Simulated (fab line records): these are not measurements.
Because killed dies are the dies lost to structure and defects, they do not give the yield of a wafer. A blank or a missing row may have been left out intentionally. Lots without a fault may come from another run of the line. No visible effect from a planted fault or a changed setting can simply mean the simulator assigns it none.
Chamber matching || flow sfq line || rie diel-02 running SFQ_TRILAYER_I4_VIA_ETCH_VIA_ETCH_106: 4 sister chambers
The step etches SiO2 in CHF3, stops on Nb, target depth 260 nm. 7 wafers are shown with their chamber, then 7 later ones without.

== EACH WAFER AND ITS CHAMBER ==
{"wafer": "L613.5", "chamber": 3, "oes product au (a.u.)": 0.856}
{"wafer": "L616.4", "chamber": 1, "oes product au (a.u.)": 0.864}
{"wafer": "L616.6", "chamber": 3, "oes product au (a.u.)": 0.859}
{"wafer": "L625.2", "chamber": 0, "oes product au (a.u.)": 0.845}
{"wafer": "L625.6", "chamber": 2, "oes product au (a.u.)": 0.852}
{"wafer": "L627.2", "chamber": 2, "oes product au (a.u.)": 0.858}
{"wafer": "L627.3", "chamber": 1, "oes product au (a.u.)": 0.847}

== WAFERS MISSING THEIR CHAMBER ==
{"wafer": "L627.6", "oes product au (a.u.)": 0.857}
{"wafer": "L629.1", "oes product au (a.u.)": 0.853}
{"wafer": "L629.3", "oes product au (a.u.)": 0.852}
{"wafer": "L629.5", "oes product au (a.u.)": 0.852}
{"wafer": "L632.2", "oes product au (a.u.)": 0.850}
{"wafer": "L632.4", "oes product au (a.u.)": 0.852}
{"wafer": "L632.6", "oes product au (a.u.)": 0.856}

== EACH ONE'S CHAMBER ==
{"wafer": "L627.6", "from the rows above": "can't be placed: 3 or 1 or 2 or 0", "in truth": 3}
{"wafer": "L629.1", "from the rows above": "can't be placed: 2 or 1 or 3 or 0", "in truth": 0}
{"wafer": "L629.3", "from the rows above": "can't be placed: 2 or 1 or 3 or 0", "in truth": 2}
{"wafer": "L629.5", "from the rows above": "can't be placed: 2 or 1 or 3 or 0", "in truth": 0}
{"wafer": "L632.2", "from the rows above": "can't be placed: 0 or 2 or 1 or 3", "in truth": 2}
{"wafer": "L632.4", "from the rows above": "can't be placed: 2 or 1 or 3 or 0", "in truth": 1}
{"wafer": "L632.6", "from the rows above": "can't be placed: 1 or 2 or 3 or 0", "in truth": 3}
Placed correctly: 0 of 7. From these rows, 7 cannot be placed; in 7 the true chamber is one of the candidates. Number placed wrongly: 0.
How it was worked out, from the rows above alone: a wafer's distance from a chamber is the root of the sum, over the readings, of the square of ((its reading less the chamber's mean) divided by the reading's scatter). If the next closest chamber is less than 2 further off than the closest, the wafer can't be placed; otherwise it belongs to the closest. A chamber's mean is the mean of its shown wafers. The scatter: take each reading less its chamber's mean, square it, sum over the shown wafers, divide by the number of wafers less the number of chambers, and take the root.
